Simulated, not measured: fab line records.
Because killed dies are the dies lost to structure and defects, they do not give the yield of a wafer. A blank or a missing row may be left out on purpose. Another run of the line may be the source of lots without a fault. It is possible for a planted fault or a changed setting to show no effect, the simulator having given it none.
fab line records + flow sky130
record
- lots=12
- wafers=36
- lastDay=50
route steps=708 shown VIA3@576 METAL4@598 PAD_OPEN@708
lots that met no fault: from a run of the same line without faults
startH: hours from the record's first day to the start of the lot's first wafer shown + waitH: hours since the lot's step before + " unchanged from the row above + L1.1+2: one row covering several wafers at once + - no value, or no start was given + * or withheld: withheld + < > ~ a bound
route shown NAME@n: names a module that has steps shown in the file, with the first one's number in the route + usual: mean/standard deviation taken from wafers without a fault + same: alike in all rows + chamber/n: place in a boat + sites: readings site by site + _std_site: how widely they spread, as a standard deviation + _edge_site: the outer-site mean with the inner-site mean subtracted + radiusMm: for every site, how far away it sits from the centre of the wafer + mask NAME#n: copy n + behind: the most recent tool/chamber to have shaped the wafer + hold: what put the lot on hold/how long, in hours/how the hold closed + device: transistor that didn't switch, given as n, p or np + end of line: tests run on the same wafers once the route is complete + where a step has no rows: the recipe by itself + killed: count of dies lost to structure and defects at first sort (not the wafer's yield) + map: a wafer's dies, marking killed ones x, the rest . and places with no die _
set.NAME: the setting that was run; set.NAME@STEP: the one run at that earlier step + model.NAME: the simulator's own value behind a step, which no gauge read
the route's steps for a sample of lots (tables are steps, rows are wafers)
services: the hour from which a tool's chamber was out of use, counted from the record's first day as startH (under 0 if before that day), plus the number of hours and why
## steps
# step SKY_VIA3_BOW_MEAS_03
# recipe
- mode=bow
# usual
- VIA3_BOW=79/8.5
| lot.wafer | tool         | chamber | startH  | waitH | VIA3_BOW[um] |
|-----------|--------------|---------|---------|-------|--------------|
| L230.2    | filmMetro-02 | -       | 896.81  | 0.2   | 80           |
| L230.5    | "            | -       | "       | "     | 85           |
| L230.6    | "            | -       | "       | "     | 84           |
| L231.1    | filmMetro-01 | -       | 902.57  | 0.2   | 86           |
| L231.2    | "            | -       | "       | "     | 91           |
| L231.3    | "            | -       | "       | "     | 93           |
| L232.3    | filmMetro-01 | -       | 912.24  | 0.2   | 67           |
| L232.4    | "            | -       | "       | "     | 71           |
| L232.5    | "            | -       | "       | "     | 96           |
| L233.1    | filmMetro-01 | -       | 919.81  | 0.2   | 69           |
| L233.3    | "            | -       | "       | "     | 75           |
| L233.4    | "            | -       | "       | "     | 80           |
| L234.1    | filmMetro-01 | -       | 930.26  | 0.1   | 72           |
| L234.2    | "            | -       | "       | "     | 99           |
| L234.5    | "            | -       | "       | "     | 92           |
| L240.2    | filmMetro-01 | -       | 987.86  | 0.1   | 84           |
| L240.3    | "            | -       | "       | "     | 87           |
| L240.6    | "            | -       | "       | "     | 90           |
| L243.3    | filmMetro-01 | -       | 997.28  | 0.3   | 80           |
| L243.4    | "            | -       | "       | "     | 77           |
| L243.6    | "            | -       | "       | "     | 83           |
| L245.4    | filmMetro-02 | -       | 1010.25 | 0.2   | 77           |
| L245.5    | "            | -       | "       | "     | 72           |
| L245.6    | "            | -       | "       | "     | 81           |
| L248.2    | filmMetro-02 | -       | 1035.83 | 0.1   | 79           |
| L248.3    | "            | -       | "       | "     | 78           |
| L248.6    | "            | -       | "       | "     | 69           |
| L250.3    | filmMetro-01 | -       | 1037.20 | 0.3   | 92           |
| L250.4    | "            | -       | "       | "     | 95           |
| L250.6    | "            | -       | "       | "     | 96           |
| L251.2    | filmMetro-01 | -       | 1044.84 | 0.2   | 71           |
| L251.4    | "            | -       | "       | "     | 72           |
| L251.5    | "            | -       | "       | "     | 71           |
| L252.1    | filmMetro-03 | -       | 1052.50 | 0.2   | 71           |
| L252.3    | "            | -       | "       | "     | 79           |
| L252.5    | "            | -       | "       | "     | 80           |
# step SKY_VIA3_CD_MEAS_12
# recipe
- targetCdNm=200
# usual
- cdNm=200.2/1.6
| lot.wafer | tool     | chamber | startH  | waitH | cdNm  |
|-----------|----------|---------|---------|-------|-------|
| L230.2    | cdSem-01 | -       | 921.97  | -     | 202.1 |
| L230.5    | "        | -       | "       | "     | 202.7 |
| L230.6    | "        | -       | "       | "     | 202.5 |
| L231.1    | cdSem-01 | -       | 927.86  | -     | 200.8 |
| L231.2    | "        | -       | "       | "     | 201.0 |
| L231.3    | "        | -       | "       | "     | 201.1 |
| L232.3    | cdSem-01 | -       | 936.45  | -     | 198.6 |
| L232.4    | "        | -       | "       | "     | 197.2 |
| L232.5    | "        | -       | "       | "     | 197.5 |
| L233.1    | cdSem-01 | -       | 943.89  | -     | 200.7 |
| L233.3    | "        | -       | "       | "     | 201.0 |
| L233.4    | "        | -       | "       | "     | 201.3 |
| L234.1    | cdSem-01 | -       | 954.06  | -     | 200.3 |
| L234.2    | "        | -       | "       | "     | 200.2 |
| L234.5    | "        | -       | "       | "     | 201.5 |
| L240.2    | cdSem-02 | -       | 1010.88 | -     | 199.4 |
| L240.3    | "        | -       | "       | "     | 200.0 |
| L240.6    | "        | -       | "       | "     | 198.9 |
| L243.3    | cdSem-02 | -       | 1020.25 | -     | 200.4 |
| L243.4    | "        | -       | "       | "     | 200.2 |
| L243.6    | "        | -       | "       | "     | 200.9 |
| L245.4    | cdSem-01 | -       | 1033.27 | -     | 201.5 |
| L245.5    | "        | -       | "       | "     | 200.0 |
| L245.6    | "        | -       | "       | "     | 202.3 |
| L248.2    | cdSem-01 | -       | 1057.48 | -     | 203.4 |
| L248.3    | "        | -       | "       | "     | 202.1 |
| L248.6    | "        | -       | "       | "     | 202.4 |
| L250.3    | cdSem-01 | -       | 1059.55 | -     | 197.8 |
| L250.4    | "        | -       | "       | "     | 198.1 |
| L250.6    | "        | -       | "       | "     | 197.2 |
| L251.2    | cdSem-02 | -       | 1066.53 | -     | 202.6 |
| L251.4    | "        | -       | "       | "     | 201.8 |
| L251.5    | "        | -       | "       | "     | 202.2 |
| L252.1    | cdSem-02 | -       | 1073.91 | -     | 199.0 |
| L252.3    | "        | -       | "       | "     | 198.4 |
| L252.5    | "        | -       | "       | "     | 200.4 |
# step SKY_VIA3_ETCH_15
# recipe
- target=SiO2
- chemistry=C4F8/O2/Ar
- targetDepthNm=507
- stopOn=TiN
- maskMaterial=KrF-thick
- sourceW=1500
- biasW=1200
- pressureMtorr=40
- c4f8FlowSccm=withheld
- O2_flow_sccm=6
- Ar_flow_sccm=300
- timeS=78
# usual
- biasW=1200/3.2
- oesProductAu=0.946/0.005
| lot.wafer | tool       | chamber | startH  | waitH | biasW | oesProductAu | rfHoursCounterH |
|-----------|------------|---------|---------|-------|-------|--------------|-----------------|
| L230.2    | rieDiel-02 | 1       | 922.15  | 0.0   | 1205  | 0.944        | 17              |
| L230.5    | "          | 3       | "       | "     | 1199  | 0.937        | -               |
| L230.6    | "          | 2       | "       | "     | 1200  | 0.948        | -               |
| L231.1    | rieDiel-01 | 3       | 928.06  | 0.0   | 1197  | 0.945        | 21              |
| L231.2    | "          | 2       | "       | "     | 1195  | 0.945        | 3               |
| L231.3    | "          | 1       | "       | "     | 1203  | 0.947        | 13              |
| L232.3    | rieDiel-03 | 3       | 936.61  | 0.0   | 1198  | 0.956        | 23              |
| L232.4    | "          | 1       | "       | "     | 1195  | 0.946        | 18              |
| L232.5    | "          | 0       | "       | "     | 1198  | 0.946        | -               |
| L233.1    | rieDiel-03 | 1       | 944.08  | 0.0   | 1199  | 0.948        | 18              |
| L233.3    | "          | 2       | "       | "     | 1205  | 0.936        | 15              |
| L233.4    | "          | 3       | "       | "     | 1199  | 0.941        | 23              |
| L234.1    | rieDiel-01 | 0       | 954.25  | 0.0   | 1199  | 0.947        | 11              |
| L234.2    | "          | 1       | "       | "     | 1198  | 0.949        | 13              |
| L234.5    | "          | 3       | "       | "     | 1204  | 0.942        | -               |
| L240.2    | rieDiel-03 | 1       | 1011.06 | 0.0   | 1157  | 0.940        | 20              |
| L240.3    | "          | 3       | "       | "     | 1163  | 0.939        | 26              |
| L240.6    | "          | 1       | "       | "     | 1157  | 0.945        | -               |
| L243.3    | rieDiel-03 | 1       | 1020.41 | 0.0   | 1164  | 0.944        | 20              |
| L243.4    | "          | 0       | "       | "     | 1164  | 0.953        | 9               |
| L243.6    | "          | 1       | "       | "     | 1163  | 0.950        | -               |
| L245.4    | rieDiel-01 | 2       | 1033.43 | 0.0   | 1195  | 0.953        | -               |
| L245.5    | "          | 3       | "       | "     | 1206  | 0.944        | -               |
| L245.6    | "          | 1       | "       | "     | 1195  | 0.949        | -               |
| L248.2    | rieDiel-01 | 1       | 1057.66 | 0.0   | 1198  | 0.945        | 18              |
| L248.3    | "          | 2       | "       | "     | 1190  | 0.942        | 8               |
| L248.6    | "          | 2       | "       | "     | 1195  | 0.947        | -               |
| L250.3    | rieDiel-01 | 0       | 1059.70 | 0.0   | 1201  | 0.949        | 12              |
| L250.4    | "          | 1       | "       | "     | 1202  | 0.940        | 18              |
| L250.6    | "          | 3       | "       | "     | 1195  | 0.936        | -               |
| L251.2    | rieDiel-02 | 3       | 1066.70 | 0.0   | 1204  | 0.944        | 12              |
| L251.4    | "          | 2       | "       | "     | 1201  | 0.951        | 24              |
| L251.5    | "          | 1       | "       | "     | 1200  | 0.952        | -               |
| L252.1    | rieDiel-02 | 2       | 1074.11 | 0.0   | 1205  | 0.947        | 24              |
| L252.3    | "          | 3       | "       | "     | 1195  | 0.941        | 12              |
| L252.5    | "          | 0       | "       | "     | 1193  | 0.947        | -               |
# step SKY_METAL4_SPUTTER_00
# recipe
- material=Ti
- targetThkNm=15
- powerW=3000
- timeS=10
- chamberPressurePa=0.4
# usual
- cathodeDcPowerW=2999.9/0.53
- throttleValvePct=30.1/0.98
| lot.wafer | tool          | chamber | startH  | waitH | cathodeDcPowerW | throttleValvePct |
|-----------|---------------|---------|---------|-------|-----------------|------------------|
| L230.2    | pvdSputter-03 | -       | 923.53  | 0.2   | 3001.0          | 29.8             |
| L230.5    | "             | -       | "       | "     | 2999.9          | 30.1             |
| L230.6    | "             | -       | "       | "     | 3000.6          | 29.4             |
| L231.1    | pvdSputter-01 | -       | 929.38  | 0.1   | 3000.3          | 31.9             |
| L231.2    | "             | -       | "       | "     | 2999.6          | 31.7             |
| L231.3    | "             | -       | "       | "     | 2999.3          | 30.3             |
| L232.3    | pvdSputter-04 | -       | 937.96  | 0.1   | 2998.9          | 31.4             |
| L232.4    | "             | -       | "       | "     | 2999.0          | 28.9             |
| L232.5    | "             | -       | "       | "     | 3000.1          | 28.3             |
| L233.1    | pvdSputter-03 | -       | 945.85  | 0.2   | 3000.9          | 30.0             |
| L233.3    | "             | -       | "       | "     | 3000.0          | 29.1             |
| L233.4    | "             | -       | "       | "     | 3000.0          | 31.4             |
| L234.1    | pvdSputter-01 | -       | 955.60  | 0.1   | 2999.9          | 30.1             |
| L234.2    | "             | -       | "       | "     | 3000.7          | 31.8             |
| L234.5    | "             | -       | "       | "     | 3000.8          | 30.4             |
| L240.2    | pvdSputter-03 | -       | 1012.38 | 0.2   | 2999.7          | 29.3             |
| L240.3    | "             | -       | "       | "     | 3000.7          | 29.9             |
| L240.6    | "             | -       | "       | "     | 2999.1          | 29.4             |
| L243.3    | pvdSputter-01 | -       | 1021.78 | 0.1   | 3000.4          | 31.5             |
| L243.4    | "             | -       | "       | "     | 2999.8          | 29.7             |
| L243.6    | "             | -       | "       | "     | 2999.8          | 29.9             |
| L245.4    | pvdSputter-03 | -       | 1034.73 | 0.1   | 2999.5          | 30.0             |
| L245.5    | "             | -       | "       | "     | 3000.6          | 29.3             |
| L245.6    | "             | -       | "       | "     | 3000.0          | 30.0             |
| L248.2    | pvdSputter-03 | -       | 1058.98 | 0.1   | 3000.7          | 31.3             |
| L248.3    | "             | -       | "       | "     | 2999.6          | 30.2             |
| L248.6    | "             | -       | "       | "     | 2999.8          | 29.6             |
| L250.3    | pvdSputter-03 | -       | 1061.23 | 0.1   | 2999.8          | 29.7             |
| L250.4    | "             | -       | "       | "     | 2999.8          | 31.3             |
| L250.6    | "             | -       | "       | "     | 3000.5          | 30.0             |
| L251.2    | pvdSputter-03 | -       | 1068.02 | 0.1   | 2999.4          | 31.3             |
| L251.4    | "             | -       | "       | "     | 2999.0          | 29.3             |
| L251.5    | "             | -       | "       | "     | 3000.3          | 29.4             |
| L252.1    | pvdSputter-03 | -       | 1075.85 | 0.1   | 2999.4          | 31.4             |
| L252.3    | "             | -       | "       | "     | 2999.0          | 30.0             |
| L252.5    | "             | -       | "       | "     | 3000.7          | 29.8             |
# step SKY_PAD_OPEN_PROBE_99
# usual
- defectLimitedYield=82.5/1.8
- killed_at_M0_to_M3=42/6.6
- killed_at_M4_up=3.0/1.8
- killedAtContacts=25/5.1
- killedAtFrontEnd=15/4.4
- killedAtOther=0.3/0.56
- killedDies=86/8.6
- killedOpen=47/6.9
- killedShort=38/6
- sort_bin_3_pad_short=0.8/0.42
- sort_bin_5_function=10.6/1.5
- sort_bin_6_memory=6.1/1.1
- sortNPass=406/8.6
- sortYieldPct=82.5/1.8
# same
- grossDies=492
- killedAtBackSide=0
- sort_bin_4_leakage[%]=0
- sort_bin_8_speed[%]=0
| lot.wafer | tool      | chamber | startH  | waitH | defectLimitedYield[%] | killed_at_M0_to_M3 | killed_at_M4_up | killedAtContacts | killedAtFrontEnd | killedAtOther | killedDies | killedOpen | killedShort | sort_bin_3_pad_short[%] | sort_bin_5_function[%] | sort_bin_6_memory[%] | sortNPass | sortYieldPct[%] |
|-----------|-----------|---------|---------|-------|-----------------------|--------------------|-----------------|------------------|------------------|---------------|------------|------------|-------------|-------------------------|------------------------|----------------------|-----------|-----------------|
| L243.3    | prober-02 | -       | 1152.73 | 0.2   | 86.8                  | 36                 | 4               | 19               | 6                | 0             | 65         | 34         | 31          | 0.6                     | 7.3                    | 5.3                  | 427       | 86.8            |
| L243.4    | prober-02 | -       | 1152.78 | 0.2   | 81.9                  | 46                 | 2               | 29               | 12               | 0             | 89         | 53         | 36          | 0.6                     | 11.0                   | 6.5                  | 403       | 81.9            |
| L243.6    | prober-02 | -       | 1152.88 | 0.2   | 85.0                  | 37                 | 7               | 18               | 12               | 0             | 74         | 42         | 32          | 0.6                     | 8.7                    | 5.7                  | 418       | 85.0            |
# killed by level:class
L243.3 VIA1:geometricParticle:open=8 CONTACT:geometricParticle:open=6 METAL2:geometricParticle:short=6 VIA2:geometricParticle:open=6 CONTACT:geometricParticle:short=4 VIA1:geometricParticle:short=4 LOCAL_INTERCONNECT:geometricParticle:open=4 FIELD_ISO:geometricParticle:short=3
L243.4 VIA1:geometricParticle:open=12 LI_CONTACT:geometricParticle:open=10 VIA2:geometricParticle:open=9 LI_CONTACT:geometricParticle:short=7 CONTACT:geometricParticle:open=7 METAL2:geometricParticle:short=6 VIA1:geometricParticle:short=5 VIA3:geometricParticle:open=5
L243.6 VIA2:geometricParticle:open=7 POLY_GATE:geometricParticle:open=6 CONTACT:geometricParticle:short=6 CONTACT:geometricParticle:open=6 FIELD_ISO:geometricParticle:open=5 VIA1:geometricParticle:open=5 METAL1:geometricParticle:short=4 VIA1:geometricParticle:short=4
## services
| tool          | chamber | startH  | hours | kind          |
|---------------|---------|---------|-------|---------------|
| rieDiel-03    | -       | 905.88  | 0.6   | repair        |
| pvdSputter-03 | -       | 916.19  | 1.5   | repair        |
| rieDiel-02    | 0       | 916.38  | 5.2   | repair        |
| rieDiel-03    | 3       | 918.45  | 7.8   | repair        |
| pvdSputter-01 | -       | 935.25  | 5.0   | repair        |
| rieDiel-02    | 3       | 963.04  | 4.5   | repair        |
| rieDiel-02    | 0       | 967.56  | -     | clean         |
| rieDiel-02    | 0       | 967.56  | 21.3  | scheduledDown |
| rieDiel-02    | 0       | 967.56  | 21.3  | ventCycle     |
| pvdSputter-04 | -       | 991.57  | 2.5   | repair        |
| rieDiel-01    | 0       | 993.26  | 65.1  | repair        |
| rieDiel-01    | 3       | 1014.69 | 4.4   | repair        |
| rieDiel-03    | -       | 1043.62 | 2.8   | pm            |
| rieDiel-01    | -       | 1061.25 | 0.3   | repair        |
## key
firstSign
- step=SKY_VIA3_ETCH_15
- reading=biasW
- direction=down
- sigmas=12
- usual=1200
- struck=1161
effect none on later readings
metAt SKY_VIA3_ETCH_15
struckLots L240,L243
notActingAt SKY_VIA3_BOW_MEAS_03,SKY_VIA3_CD_MEAS_12,SKY_METAL4_SPUTTER_00
onsetBetween 944.08 1011.06
fault
- kind=processParameterDrift
- tool=rieDiel-03
- chamber=-
- onsetH=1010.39
- steps=SKY_VIA3_ETCH_15
- channel=biasW
- offset=-37.127
- shape=step
- endH=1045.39
- actsIn=theseRecipesOnly
- stated=1200
